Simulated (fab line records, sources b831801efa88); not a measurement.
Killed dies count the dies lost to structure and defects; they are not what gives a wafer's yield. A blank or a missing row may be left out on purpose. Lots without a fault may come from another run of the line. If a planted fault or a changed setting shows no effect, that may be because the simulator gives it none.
A lot that was struck, set against a sound lot + flow gf180mcu + 19 steps out of a route of 602
Sound: wafers L192.1, L192.5, L192.6. Struck: wafers L194.1, L194.3, L194.5. Last of all comes the cause.
At each step with rows: each side's tool, then ch and its chambers, then its first start. Under that, the readings that differ: sound wafers + struck wafers + difference of the means + sigmas: that difference in standard deviations of wafers without a fault.
alike: same words and numbers on both sides, and readings whose means sit less than 2 such deviations apart. not compared: any withheld reading, any reading some wafer has no value for, any bound like >300 that may hide the same value, and any number with overlapping values for which the record gives no deviation.
A row with sigmas, a row that says differs or no value, or rows on one side alone: a step with any of these is where the two part. When numbers do not overlap yet have no deviation, they are printed without sigmas and do not part them. Lack of a reading on every wafer of one side parts them only where that side has two or more wafers.

first, 1 step without rows for these wafers: GF_STI_CVD_23 (deposits SiO2, target thk 650 nm, time 108.3 s).
GF_STI_THK_MEAS_24:
  struck on film-metro-04, day 3 16:30; sound on film-metro-02, day 3 05:19
  alike: STI_CVD_23_THK
GF_STI_CMP_25: polishes, stops on Si3N4, t overpolish 33 s, target thk 524.6 nm.
  sound on cmp-01 ch 2,3, day 3 05:23; struck on cmp-01 ch 0,1, day 3 16:34
  alike: motor-current-A, overpolish-run-s, time-to-endpoint-s
then, 4 steps without rows for these wafers: GF_STI_WET_ETCH_26 (etches SiO2 in dHF, target depth 94 nm, time 188 s); GF_STI_WET_ETCH_27 (etches Si3N4 in H3PO4, target depth 160 nm, time 1825 s); GF_STI_WET_ETCH_28 (etches SiO2 in dHF, target depth 20 nm, time 40 s); GF_STI_OXIDATION_29 (stabilise 600 s, purge 300 s, target thk 10 nm).
GF_STI_THK_MEAS_30:
  struck on film-metro-04, day 3 18:54; sound on film-metro-02, day 3 07:41
  alike: STI_OXIDATION_02_THK
then, 4 steps without rows for these wafers: GF_DNWELL_DEHYDRATE_00 (time 60 s); GF_DNWELL_HMDS_01 (prime time 60 s); GF_DNWELL_COAT_02 (resist thk 3000 nm); GF_DNWELL_SOFTBAKE_03.
GF_DNWELL_EXPOSE_04: exposes mask DNWELL, target cd 1700 nm.
  struck on iline-stepper-01, day 4 02:08; sound on iline-stepper-02 ch 0, day 3 14:43
  no value came back on the struck wafers for exposure-dose-mJ-cm2, focus-offset-nm (nm); on the sound wafers exposure-dose-mJ-cm2 reads 260.26 260.39 260.21
  alike: mask
then, 3 steps without rows for these wafers: GF_DNWELL_PEB_05; GF_DNWELL_DEVELOP_06 (develop time 60 s); GF_DNWELL_IMPLANT_07.
GF_DNWELL_STRIP_08: strips in O2/N2.
  sound on plasma-asher-03 ch 0,1, day 3 20:54; struck on plasma-asher-02 ch 0,1, day 4 08:43
  alike: drypump-motor-current-A, heater-power-w, oes-product-au, strip-time-to-endpoint-s
  not compared: rf-hours-counter-h
GF_DNWELL_TW_MEAS_09:
  struck on film-metro-01, day 4 08:49; sound on film-metro-01, day 3 21:00
| reading   | sound          | struck   | difference | sigmas      |
|-----------|----------------|----------|------------|-------------|
| DNWELL_TW | 1336 1339 1342 | 30 30 30 | -1309      | -99 or more |
then, 1 step without rows for these wafers: GF_NWELL_DEHYDRATE_00 (time 60 s).

## WHERE THEY PART
Last at GF_DNWELL_TW_MEAS_09 as far as this record goes, first at GF_DNWELL_EXPOSE_04.

WHY: the cause the simulator had injected
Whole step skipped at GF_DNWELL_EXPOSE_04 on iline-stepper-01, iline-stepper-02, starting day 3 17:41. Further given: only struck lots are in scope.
